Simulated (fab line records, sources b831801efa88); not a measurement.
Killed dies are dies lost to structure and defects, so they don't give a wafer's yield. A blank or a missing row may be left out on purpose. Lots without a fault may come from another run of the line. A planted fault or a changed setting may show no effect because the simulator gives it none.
Which tool did it? | flow gf180mcu | 12 lots, 36 wafers sampled, at 2 steps of a route of 602

WHAT THE GAUGES READ, wafer by wafer
GF_CONTACT_THK_MEAS_01. Usual: CONTACT_CVD_00_THK 300 nm, standard deviation 3.
lot  | measured     | on            | CONTACT_CVD_00_THK (nm) | flag
L745 | day 15 13:33 | film_metro-02 | 299 301 303             |
L747 | day 16 06:02 | film_metro-02 | 291 299 297             |
L750 | day 17 06:56 | film_metro-04 | 298 302 296             |
L753 | day 18 05:20 | film_metro-01 | 301 303 299             |
L754 | day 18 21:45 | film_metro-02 | 299 301 296             |
L755 | day 19 02:26 | film_metro-04 | 299 304 300             |
L758 | day 20 07:05 | film_metro-02 | 297 299 299             |
L759 | day 20 17:16 | film_metro-04 | 300 297 306             |
L762 | day 21 16:00 | film_metro-01 | 299 296 300             |
L763 | day 21 21:17 | film_metro-01 | 293 301 301             |
L764 | day 22 06:16 | film_metro-04 | 303 301 301             |
L766 | day 23 01:58 | film_metro-02 | 297 298 300             |

WHICH TOOL RAN EACH LOT (tool, then ch and the chambers of the sampled wafers, then the start)
lot  | GF_SAB_CVD_00
L745 | pecvd-04 ch 0,1, day 14 14:49
L747 | pecvd-03 ch 0,2, day 15 06:58
L750 | pecvd-04 ch 0,1,2, day 16 08:07
L753 | pecvd-03 ch 1,2, day 17 05:16
L754 | pecvd-02 ch 0,1, day 17 20:46
L755 | pecvd-02 ch 0,1,2, day 18 02:04
L758 | pecvd-04 ch 0,2, day 19 05:18
L759 | pecvd-04 ch 0,1,2, day 19 16:15
L762 | pecvd-04 ch 0,1,2, day 20 15:06
L763 | pecvd-02 ch 0,1,2, day 20 21:00
L764 | pecvd-04 ch 0,2, day 21 05:46
L766 | pecvd-03 ch 1,2, day 22 01:27
- GF_SAB_CVD_00: deposits SiO2 from TEOS, target thk 50 nm, time 4.9302 s.

WHAT THE TOOLS THEMSELVES READ (means of the sampled wafers that have a number; where no wafer has one, the mark that the record gives instead)
GF_SAB_CVD_00. Usual: heater_power_w 695 W, standard deviation 99.
lot  | tool     | heater_power_w (W) | flag
L745 | pecvd-04 | 668                |
L747 | pecvd-03 | 650                |
L750 | pecvd-04 | 671                |
L753 | pecvd-03 | 659                |
L754 | pecvd-02 | 703                |
L755 | pecvd-02 | 709                |
L758 | pecvd-04 | 634                |
L759 | pecvd-04 | 696                |
L762 | pecvd-04 | 707                |
L763 | pecvd-02 | 724                |
L764 | pecvd-04 | 654                |
L766 | pecvd-03 | 666                |

THE ANSWER, worked out from the rows above alone
Rule: a lot is off if the mean of its wafers that have a number lies more than 3 standard deviations from the usual mean. A lot without any number at a reading at which 4 lots or more have one is off too. The other lots that the step has rows for count as sound. The gauges are gone through in route order, then the tools' own readings, and for those a lot's mean is taken as printed above. The first step at which some lot is off is used, and at that step the reading that is off furthest; a lot without a number counts as furthest.
No lot is off at any reading shown: from this, nothing can be told.

WHAT THE SIMULATOR HAD PUT IN
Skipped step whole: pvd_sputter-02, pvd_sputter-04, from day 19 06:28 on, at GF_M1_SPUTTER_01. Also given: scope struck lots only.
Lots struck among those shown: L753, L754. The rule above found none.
